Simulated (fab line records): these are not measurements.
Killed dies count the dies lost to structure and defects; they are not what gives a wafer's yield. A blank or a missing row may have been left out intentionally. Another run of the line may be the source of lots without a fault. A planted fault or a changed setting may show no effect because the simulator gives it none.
Shared-tool check -- flow sky130 -- Sample size 12 lots and 36 wafers

== WHY THIS WAS OPENED ==
SKY_NWELL_TW_MEAS_26, reading NWELL_2_TW: flagged on 2 of 12 lots. Fault-free wafers read 499, with a standard deviation of 3.5.
Rule: flag the lot when none of its wafers has a number, or when each of its wafers that has one lies beyond 4 standard deviations from that mean. All remaining lots are regarded as sound.

lot,measured,on,"NWELL_2_TW, wafer by wafer",flag
L496,day 5 10:31,film-metro-03,496 496 496,
L497,day 5 14:38,film-metro-02,503 500 500,
L498,day 5 20:05,film-metro-02,495 500 500,
L499,day 6 03:20,film-metro-02,499 497 495,
L504,day 7 05:08,film-metro-03,476 476 477,FLAGGED
L508,day 8 08:22,film-metro-01,472 479 474,FLAGGED
L511,day 9 06:43,film-metro-01,502 501 501,
L512,day 9 11:35,film-metro-02,497 496 496,
L514,day 9 23:43,film-metro-01,496 500 499,
L516,day 10 15:38,film-metro-03,508 510 510,
L517,day 10 17:18,film-metro-01,501 498 499,
L518,day 11 04:07,film-metro-02,495 496 496,
The mean of the flagged lots' numbers is 476, -23 from the usual (-7 standard deviations).

== EACH LOT AND THE TOOL IT RAN ON ==
The record holds 1 process step before the reading, out of a route of 708 steps. Every cell lists first the tool, next ch and the chambers used by the sampled wafers, and last the start.
lot,flag,SKY_NWELL_IMPLANT_24
L496,,"implanter-01 ch 0, day 5 10:16"
L497,,"implanter-03 ch 0, day 5 14:24"
L498,,"implanter-01 ch 0, day 5 19:50"
L499,,"implanter-03 ch 0, day 6 03:06"
L504,FLAGGED,"implanter-02 ch 0, day 7 04:55"
L508,FLAGGED,"implanter-02 ch 0, day 8 08:07"
L511,,"implanter-01 ch 0, day 9 06:28"
L512,,"implanter-01 ch 0, day 9 11:21"
L514,,"implanter-03 ch 0, day 9 23:28"
L516,,"implanter-01 ch 0, day 10 15:25"
L517,,"implanter-01 ch 0, day 10 17:05"
L518,,"implanter-01 ch 0, day 11 03:53"
What the steps here do:
- SKY_NWELL_IMPLANT_24
- SKY_NWELL_TW_MEAS_26

== FLAGGED AGAINST TOTAL, ONE TOOL AT A TIME (gauges that did the reading follow at the end) ==
step,tool,lots run,flagged,share of the flagged lots,sound lots run after its first flagged lot
SKY_NWELL_IMPLANT_24,implanter-01,7,0,none,-
SKY_NWELL_IMPLANT_24,implanter-02,2,2,all,0
SKY_NWELL_IMPLANT_24,implanter-03,3,0,none,-
SKY_NWELL_TW_MEAS_26,film-metro-01,4,1,some,"3 (L511,L514,L517)"
SKY_NWELL_TW_MEAS_26,film-metro-02,5,0,none,-
SKY_NWELL_TW_MEAS_26,film-metro-03,3,1,some,1 (L516)

== THE TABLE: WHAT IT ALLOWS ==
1 row of the table ran every flagged lot: implanter-02 at SKY_NWELL_IMPLANT_24.
- implanter-02 at SKY_NWELL_IMPLANT_24: 2 of its 2 lots flagged. Because this sample shows no sound lot run on it before its first flagged lot, the start cannot be pinned down more closely. Its own readings (beam-on-s, faraday-current-uA) fall more than 4 standard deviations out on all wafers of the flagged lots.
implanter-02 at SKY_NWELL_IMPLANT_24 is the single tool remaining.

== WHAT THE SIMULATOR PUT IN ==
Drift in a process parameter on implanter-02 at SKY_NWELL_IMPLANT_24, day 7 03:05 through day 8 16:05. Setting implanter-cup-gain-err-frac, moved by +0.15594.
Struck lots among those shown: L504, L508. The rule above found the same.
